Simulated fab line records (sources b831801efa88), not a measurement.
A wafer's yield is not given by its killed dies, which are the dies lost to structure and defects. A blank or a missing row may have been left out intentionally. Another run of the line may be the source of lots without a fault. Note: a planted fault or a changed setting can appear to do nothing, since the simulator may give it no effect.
Struck lot and sound lot, side by side -- flow sky130 -- 15 out of 708 route steps
Sound: these wafers, L739.1, L739.3, L739.6. Struck: wafers L751.1, L751.5, L751.6. Last of all comes the cause.
At each step with rows: each side's tool, then ch and its chambers, then its first start. Under that, the readings that differ: sound wafers -- struck wafers -- difference of the means -- sigmas: that difference in standard deviations of wafers without a fault.
alike: same words and numbers on both sides, and readings whose means sit less than 2 such deviations apart. not compared: any withheld reading, any reading some wafer has no value for, any bound like >300 that may hide the same value, and any number with overlapping values for which the record gives no deviation.
Wherever a step has rows on one side only, a row that says differs or no value, or a row with sigmas, the two part there. Numbers that don't overlap but have no deviation are shown without sigmas and don't part them. Lack of a reading on every wafer of one side parts them only where that side has two or more wafers.

SKY_SPACER_ETCHBACK_02: etches Si3N4 in CH3F/O2, stops on SiO2, time 46.7 s, target depth 45 nm.
  sound on rie_diel-02 ch 0,1, day 23 20:32; struck on rie_diel-02 ch 0,2,3, day 28 23:38
  alike: drypump_motor_current_A, oes_product_au, throttle_valve_pct
  not compared: rf_hours_counter_h
then, 8 steps without rows for these wafers: SKY_POLY_CUT_DEHYDRATE_00 (time 60 s); SKY_POLY_CUT_HMDS_01 (prime time 60 s); SKY_POLY_CUT_COAT_02 (resist thk 60 nm); SKY_POLY_CUT_COAT_03 (resist thk 450 nm); SKY_POLY_CUT_SOFTBAKE_04 (time 90 s); SKY_POLY_CUT_EXPOSE_05 (exposes mask NPCM, target cd 270 nm); SKY_POLY_CUT_PEB_06; SKY_POLY_CUT_DEVELOP_07 (develop time 60 s).
SKY_POLY_CUT_CD_MEAS_08 targets a cd of 270 nm.
  sound on cd_sem-02, day 25 02:02; struck on cd_sem-02, day 30 03:22
  alike: cd_nm
SKY_POLY_CUT_OVL_MEAS_09:
  sound on overlay-02, day 25 02:09; struck on overlay-02, day 30 03:29
  alike: POLY_CUT_OVL
SKY_POLY_CUT_ETCH_10: etches BARC in N2/H2, stops on SiO2, time 45.9 s, target depth 60 nm.
  sound on rie_diel-02 ch 1,3, day 25 02:11; struck on rie_diel-04 ch 1,2,3, day 30 03:31
  alike: bias_w, chamber_pressure_mTorr, drypump_motor_current_A, oes_product_au, throttle_valve_pct
  not compared: rf_hours_counter_h
SKY_POLY_CUT_ETCH_11: etches Si3N4 in CF4/CH2F2/Ar, stops on poly-Si, time 42.5 s, target depth 60 nm.
  sound on rie_diel-02 ch 1,3, day 25 02:14; struck on rie_diel-04 ch 1,2,3, day 30 03:33
  no value came back on the struck wafers for any of 5 readings (bias_w (W), cf4_flow_sccm (sccm) and others); on the sound wafers bias_w (W) reads 150.6 150.0 150.0
  not compared: rf_hours_counter_h
SKY_POLY_CUT_STRIP_12: strips in O2/N2.
  sound on plasma_asher-03 ch 0,1, day 25 02:16; struck on plasma_asher-01 ch 0,1, day 30 03:35
  alike: drypump_motor_current_A, oes_product_au, strip_time_to_endpoint_s
  not compared: rf_hours_counter_h
-- record jumps: 20 days separate the struck wafers' starts on either side; left off in module POLY_CUT, taken up again in module PAD_OPEN, whose first shown step is the route's number 708 --
SKY_PAD_OPEN_PROBE_99:
  record: rows for the struck wafers here (prober-01, day 49 17:56), none for the sound ones

== WHERE THEY PART ==
Last at SKY_PAD_OPEN_PROBE_99 as far as this record goes, first at SKY_POLY_CUT_ETCH_11.

WHY: what the simulator had put in
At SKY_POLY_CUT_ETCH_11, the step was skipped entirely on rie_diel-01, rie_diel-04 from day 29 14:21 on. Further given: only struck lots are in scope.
